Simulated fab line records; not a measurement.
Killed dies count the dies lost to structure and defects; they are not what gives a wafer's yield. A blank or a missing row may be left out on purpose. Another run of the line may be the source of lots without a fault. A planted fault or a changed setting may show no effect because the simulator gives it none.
Split-lot trial || flow sfq line || route with 325 steps; 5 lots, 23 wafers read

== SPLIT DETAILS ==
At SFQ_TRILAYER_M8_DEP_EVAP_196 (material Au, target thk 180 nm, time 900 s), the setting time s was moved away from the recipe's 900 s on 7 of the 23 wafers read, by +6.4% to +12.7%. The other wafers ran this setting at the recipe's value.

== THE PATH FROM SPLIT TO READING: the file shows 1 step between them ==
- SFQ_M8_RS_MEAS_949: measures by four-point-probe

== THE READING ==
M8_AU_THK, in nm, at SFQ_M8_THK_MEAS_950 (measures by xrf). Typical for fault-free wafers on this fab line: 178.7 nm, with standard deviation 2.3 nm.

{"wafer": "L074.2", "tool, chamber at the split": "pvd sputter-02, -", "time s as run, s": 900, "against the recipe": "recipe", "M8_AU_THK, nm": 179.2, "against lot-mates on the recipe": "-"}
{"wafer": "L074.3", "tool, chamber at the split": "pvd sputter-02, -", "time s as run, s": 900, "against the recipe": "recipe", "M8_AU_THK, nm": 180.6, "against lot-mates on the recipe": "-"}
{"wafer": "L074.4", "tool, chamber at the split": "pvd sputter-02, -", "time s as run, s": 900, "against the recipe": "recipe", "M8_AU_THK, nm": 180.2, "against lot-mates on the recipe": "-"}
{"wafer": "L074.5", "tool, chamber at the split": "pvd sputter-02, -", "time s as run, s": 975.2, "against the recipe": "+8.4%", "M8_AU_THK, nm": 192.9, "against lot-mates on the recipe": "+12.9"}
{"wafer": "L074.6", "tool, chamber at the split": "pvd sputter-02, -", "time s as run, s": 975.2, "against the recipe": "+8.4%", "M8_AU_THK, nm": 197.2, "against lot-mates on the recipe": "+17.2"}
{"wafer": "L079.1", "tool, chamber at the split": "pvd sputter-01, -", "time s as run, s": 900, "against the recipe": "recipe", "M8_AU_THK, nm": 177.8, "against lot-mates on the recipe": "-"}
{"wafer": "L079.3", "tool, chamber at the split": "pvd sputter-01, -", "time s as run, s": 900, "against the recipe": "recipe", "M8_AU_THK, nm": 178.2, "against lot-mates on the recipe": "-"}
{"wafer": "L079.6", "tool, chamber at the split": "pvd sputter-01, -", "time s as run, s": 900, "against the recipe": "recipe", "M8_AU_THK, nm": 178.0, "against lot-mates on the recipe": "-"}
{"wafer": "L081.1", "tool, chamber at the split": "pvd sputter-01, -", "time s as run, s": 1014, "against the recipe": "+12.7%", "M8_AU_THK, nm": 199.5, "against lot-mates on the recipe": "+23.4"}
{"wafer": "L081.2", "tool, chamber at the split": "pvd sputter-01, -", "time s as run, s": 1014, "against the recipe": "+12.7%", "M8_AU_THK, nm": 199.3, "against lot-mates on the recipe": "+23.2"}
{"wafer": "L081.3", "tool, chamber at the split": "pvd sputter-01, -", "time s as run, s": 900, "against the recipe": "recipe", "M8_AU_THK, nm": 175.4, "against lot-mates on the recipe": "-"}
{"wafer": "L081.4", "tool, chamber at the split": "pvd sputter-01, -", "time s as run, s": 1014, "against the recipe": "+12.7%", "M8_AU_THK, nm": 200.8, "against lot-mates on the recipe": "+24.7"}
{"wafer": "L081.6", "tool, chamber at the split": "pvd sputter-01, -", "time s as run, s": 900, "against the recipe": "recipe", "M8_AU_THK, nm": 176.8, "against lot-mates on the recipe": "-"}
{"wafer": "L084.1", "tool, chamber at the split": "pvd sputter-02, -", "time s as run, s": 900, "against the recipe": "recipe", "M8_AU_THK, nm": 180.5, "against lot-mates on the recipe": "-"}
{"wafer": "L084.3", "tool, chamber at the split": "pvd sputter-02, -", "time s as run, s": 900, "against the recipe": "recipe", "M8_AU_THK, nm": 179.3, "against lot-mates on the recipe": "-"}
{"wafer": "L084.4", "tool, chamber at the split": "pvd sputter-02, -", "time s as run, s": 900, "against the recipe": "recipe", "M8_AU_THK, nm": 178.6, "against lot-mates on the recipe": "-"}
{"wafer": "L084.5", "tool, chamber at the split": "pvd sputter-02, -", "time s as run, s": 900, "against the recipe": "recipe", "M8_AU_THK, nm": 178.9, "against lot-mates on the recipe": "-"}
{"wafer": "L084.6", "tool, chamber at the split": "pvd sputter-02, -", "time s as run, s": 900, "against the recipe": "recipe", "M8_AU_THK, nm": 179.8, "against lot-mates on the recipe": "-"}
{"wafer": "L085.2", "tool, chamber at the split": "pvd sputter-01, -", "time s as run, s": 957.5, "against the recipe": "+6.4%", "M8_AU_THK, nm": 194.9, "against lot-mates on the recipe": "+12.5"}
{"wafer": "L085.3", "tool, chamber at the split": "pvd sputter-01, -", "time s as run, s": 900, "against the recipe": "recipe", "M8_AU_THK, nm": 182.4, "against lot-mates on the recipe": "-"}
{"wafer": "L085.4", "tool, chamber at the split": "pvd sputter-01, -", "time s as run, s": 957.5, "against the recipe": "+6.4%", "M8_AU_THK, nm": 192.9, "against lot-mates on the recipe": "+10.5"}
{"wafer": "L085.5", "tool, chamber at the split": "pvd sputter-01, -", "time s as run, s": 900, "against the recipe": "recipe", "M8_AU_THK, nm": 182.2, "against lot-mates on the recipe": "-"}
{"wafer": "L085.6", "tool, chamber at the split": "pvd sputter-01, -", "time s as run, s": 900, "against the recipe": "recipe", "M8_AU_THK, nm": 182.6, "against lot-mates on the recipe": "-"}

FIT RESULTS
A straight line over all 23 wafers: M8_AU_THK changes by +1.72 nm for each +1% of time s; r = +0.97; the points scatter about the line by 2.2 nm.
The same after taking each lot's own level away (the mean of its wafers on the recipe; 23 wafers): +1.86 nm for each +1%; r = +0.99; scatter 0.92 nm.
Per that fit: largest time s move, reading shift of 24 nm.
The lots' own levels span 176.10 to 182.40 nm, that is 2.7 times the standard deviation above.
The two slopes are in agreement: the lot-to-lot level therefore moves the slope only a little.
Check: with one of the wafers moved furthest among these (+12.7%) left out of the fit, the line predicts +23.5 nm for it against its lot-mates. Against them it came out at +23.4 nm.

== THE WHOLE CHAIN: every reading that the file lists as answering this split, in the file's order ==
{"step": "SFQ_TRILAYER_M8_DEP_EVAP_196", "what it does": "material Au, target thk 180 nm, time 900 s", "reading": "Au_of_TRILAYER_M8_DEP_EVAP_196.thk nm (the simulator's own value, which no gauge read)", "change (the file's fit)": "+1.8 nm for each +1% of the setting", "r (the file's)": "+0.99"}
{"step": "SFQ_M8_RS_MEAS_949", "what it does": "measures by four-point-probe", "reading": "M8_AU_RS", "change (the file's fit)": "-0.00142 for each +1% of the setting", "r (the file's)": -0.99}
{"step": "SFQ_M8_THK_MEAS_950", "what it does": "measures by xrf", "reading": "M8_AU_THK", "change (the file's fit)": "+1.85 for each +1% of the setting", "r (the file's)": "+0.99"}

== FILE'S OWN FIT ==
M8_AU_THK changes by +1.85 nm for each +1% of time s, r = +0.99.
